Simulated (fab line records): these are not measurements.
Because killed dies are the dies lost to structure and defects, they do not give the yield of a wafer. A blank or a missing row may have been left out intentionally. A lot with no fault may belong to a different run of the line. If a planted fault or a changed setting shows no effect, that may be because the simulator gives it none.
fab line records	flow gf180mcu
[record] lots = 7	wafers = 21	last-day = 34
route steps=602 shown STI@1
lots untouched by any fault: they come from a run of this same line in which no faults occurred
start-h: start of the lot's first displayed wafer, in hours after the record's first day	wait-h: hours from the lot's prior step to this one	" unchanged from the row above	L1.1+2: a row that stands for several wafers	- no value present, or no start provided	* or withheld: withheld	< > ~ a bound
route shown NAME@n: names a module that has steps shown in the file, with the first one's number in the route	usual: mean/standard deviation of fault-free wafers	same: alike in all rows	chamber/n: place in a boat	sites: per-site readings	_std_site: their standard deviation	_edge_site: outer sites' mean less inner sites'	radius-mm: for every site, how far away it sits from the centre of the wafer	mask NAME#n: copy n	behind: the last tool/chamber to shape the wafer	hold: cause of the lot's hold/its duration in hours/its outcome	device: whichever transistor did not switch (one of n, p or np)	end of line: the tests these same wafers got at the end of their route	a step given without rows: its recipe and nothing more	killed: dies lost to structure and defects at the first sort, not the wafer's yield	map: the dies of a wafer, with x for killed, . for not killed, _ for no die there
set.NAME: the setting as run; set.NAME@STEP: as run at that earlier step	model.NAME: the simulator's own value behind a step, which no gauge read
certain route steps with their lots: each step a table, each wafer a row
services: when a tool's chamber went out of use (start-h, in hours from the record's first day, below 0 if earlier), for how many hours, and the reason
[[steps]]
[step GF_STI_BOW_MEAS_00]
[recipe] mode = bow
[usual] INCOMING_BOW = -1/6.5
lot.wafer	tool	chamber	start-h	wait-h	INCOMING_BOW[um]
L303.3	film-metro-02	-	15.04	-	-4
L303.4	"	-	"	"	-1
L303.6	"	-	"	"	-1
L313.2	film-metro-04	-	65.02	-	5
L313.5	"	-	"	"	-3
L313.6	"	-	"	"	9
L314.1	film-metro-02	-	70.00	-	-2
L314.2	"	-	"	"	-10
L314.3	"	-	"	"	-9
L315.2	film-metro-02	-	75.02	-	6
L315.3	"	-	"	"	-6
L315.4	"	-	"	"	-3
L319.3	film-metro-02	-	95.04	-	2
L319.4	"	-	"	"	-7
L319.6	"	-	"	"	3
L320.2	film-metro-02	-	100.02	-	3
L320.4	"	-	"	"	-6
L320.5	"	-	"	"	-8
L323.2	film-metro-04	-	115.02	-	-3
L323.4	"	-	"	"	-6
L323.5	"	-	"	"	-8
[step GF_STI_OXIDATION_01]
[recipe] temp-c = 900	ambient = O2	stabilise-s = 600	purge-s = 300	target-thk-a = 100	ox-time-s = 1418
[usual] ox-temp-c = 900.1/0.37	ox-temp-c-max = 905.4/1.3	purge-s = 300/0	zone-power-bottom-pct = 26.0/2.5
lot.wafer	tool	chamber	start-h	wait-h	ox-temp-c	ox-temp-c-max	purge-s	zone-power-bottom-pct
L303.3	furnace-01	0	15.48	0.4	900.3	905.0	300	27.8
L303.4	"	0	"	"	900.2	906.3	300	27.9
L303.6	"	0	"	"	900.4	906.2	300	27.5
L313.2	furnace-01	-	65.35	0.3	-	-	-	-
L313.5	"	-	"	"	-	-	-	-
L313.6	"	-	"	"	-	-	-	-
L314.1	furnace-02	-	70.12	0.1	-	-	-	-
L314.2	"	-	"	"	-	-	-	-
L314.3	"	-	"	"	-	-	-	-
L315.2	furnace-01	-	76.03	1.0	-	-	-	-
L315.3	"	-	"	"	-	-	-	-
L315.4	"	-	"	"	-	-	-	-
L319.3	furnace-02	0	96.43	1.4	900.0	904.4	300	22.5
L319.4	"	0	"	"	900.2	904.1	300	22.8
L319.6	"	0	"	"	900.7	905.4	300	22.7
L320.2	furnace-01	0	100.12	0.1	899.7	905.9	300	28.4
L320.4	"	0	"	"	900.4	905.5	300	28.1
L320.5	"	0	"	"	899.9	906.5	300	27.5
L323.2	furnace-01	0	115.12	0.1	899.5	906.0	300	28.1
L323.4	"	0	"	"	899.8	904.5	300	28.0
L323.5	"	0	"	"	900.3	905.0	300	27.8
[step GF_STI_CVD_03]
[recipe] material = Si3N4	precursor = DCS/NH3	target-thk-nm = 207.16	temp-c = 770	time-s = 3551	pressure-mtorr = 250
[[services]]
tool	chamber	start-h	hours	kind
furnace-02	-	17.30	3.0	pm
[[key]]
[first-sign] step = GF_STI_OXIDATION_01	reading = tool-record	direction = missing
effect none on later readings
met-at GF_STI_OXIDATION_01
struck-wafers L313.2,L313.5,L313.6,L314.1,L314.2,L314.3,L315.2,L315.3,L315.4
later-rows-left-out L313.2,L313.5,L313.6,L314.1,L314.2,L314.3,L315.2,L315.3,L315.4
sort-left-out L313.2,L313.5,L313.6,L314.1,L314.2,L314.3,L315.2,L315.3,L315.4
tester-left-out L313,L314,L315
onset-between 15.48 65.35
[fault] kind = skipped-step-whole	tool = furnace-01,furnace-02	chamber = -	onset-h = 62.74	steps = GF_STI_OXIDATION_01	scope = struck-lots-only
// tester-left-out: of these lots the tester's yield and bins aren't shown, on N5 and GAA mostly nor the transistor test; their killed dies are dies lost to structure and defects alone, not to doping, threshold or leakage, so they don't give the yield
// sort-left-out: the simulated sort isn't trusted on such a fault, so these wafers' sort isn't shown, and their yield isn't known
// later-rows-left-out: the simulator's readings of these wafers behind a module that went badly wrong aren't trusted and aren't shown, but for the sort
